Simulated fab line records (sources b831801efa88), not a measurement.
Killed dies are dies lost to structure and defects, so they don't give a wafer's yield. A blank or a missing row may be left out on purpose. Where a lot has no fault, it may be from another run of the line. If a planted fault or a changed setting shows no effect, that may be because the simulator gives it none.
Matching of chambers | flow sky130 | SKY_VIA2_ETCH_15 on rie_diel-03: 4 sister chambers
The step etches SiO2 in C4F8/O2/Ar, stops on TiN, target depth 546 nm, time 84 s. 8 wafers are shown with their chamber, then 12 later ones without.

== EACH WAFER AND ITS CHAMBER ==
wafer  | chamber | oes_product_au (a.u.)
L083.5 | 2       | 0.941
L088.6 | 3       | 0.932
L090.1 | 2       | 0.944
L090.2 | 1       | 0.935
L090.3 | 3       | 0.951
L090.4 | 0       | 0.937
L090.5 | 1       | 0.932
L090.6 | 0       | 0.939

== WAFERS WHOSE CHAMBER IS MISSING ==
wafer  | oes_product_au (a.u.)
L091.1 | 0.940
L091.3 | 0.943
L091.6 | 0.942
L093.1 | 0.937
L093.2 | 0.939
L093.3 | 0.949
L093.4 | 0.940
L093.5 | 0.943
L093.6 | 0.941
L094.2 | 0.929
L094.3 | 0.940
L094.5 | 0.935

== THE CHAMBER EACH PASSED THROUGH ==
wafer  | from the rows above               | in truth
L091.1 | can't be placed: 3 or 0 or 2 or 1 | 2
L091.3 | can't be placed: 2 or 3 or 0 or 1 | 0
L091.6 | can't be placed: 2 or 3 or 0 or 1 | 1
L093.1 | can't be placed: 0 or 1 or 3 or 2 | 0
L093.2 | can't be placed: 0 or 3 or 2 or 1 | 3
L093.3 | can't be placed: 2 or 3 or 0 or 1 | 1
L093.4 | can't be placed: 3 or 0 or 2 or 1 | 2
L093.5 | can't be placed: 2 or 3 or 0 or 1 | 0
L093.6 | can't be placed: 3 or 2 or 0 or 1 | 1
L094.2 | can't be placed: 1 or 0 or 3 or 2 | 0
L094.3 | can't be placed: 3 or 0 or 2 or 1 | 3
L094.5 | can't be placed: 1 or 0 or 3 or 2 | 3
0 of 12 placed correctly. From these rows, 12 cannot be placed; in 12 the true chamber is one of the candidates. Wrongly placed: 0.
How it was worked out, from the rows above alone: a wafer's distance from a chamber is the root of the sum, over the readings, of the square of ((its reading less the chamber's mean) divided by the reading's scatter). If the next closest chamber is less than 2 further off than the closest, the wafer can't be placed; otherwise it belongs to the closest. The mean given for a chamber averages the wafers shown for that chamber. The scatter is the square root of a quotient: the sum, over the shown wafers, of each reading's squared deviation from its chamber's mean, divided by wafers minus chambers.
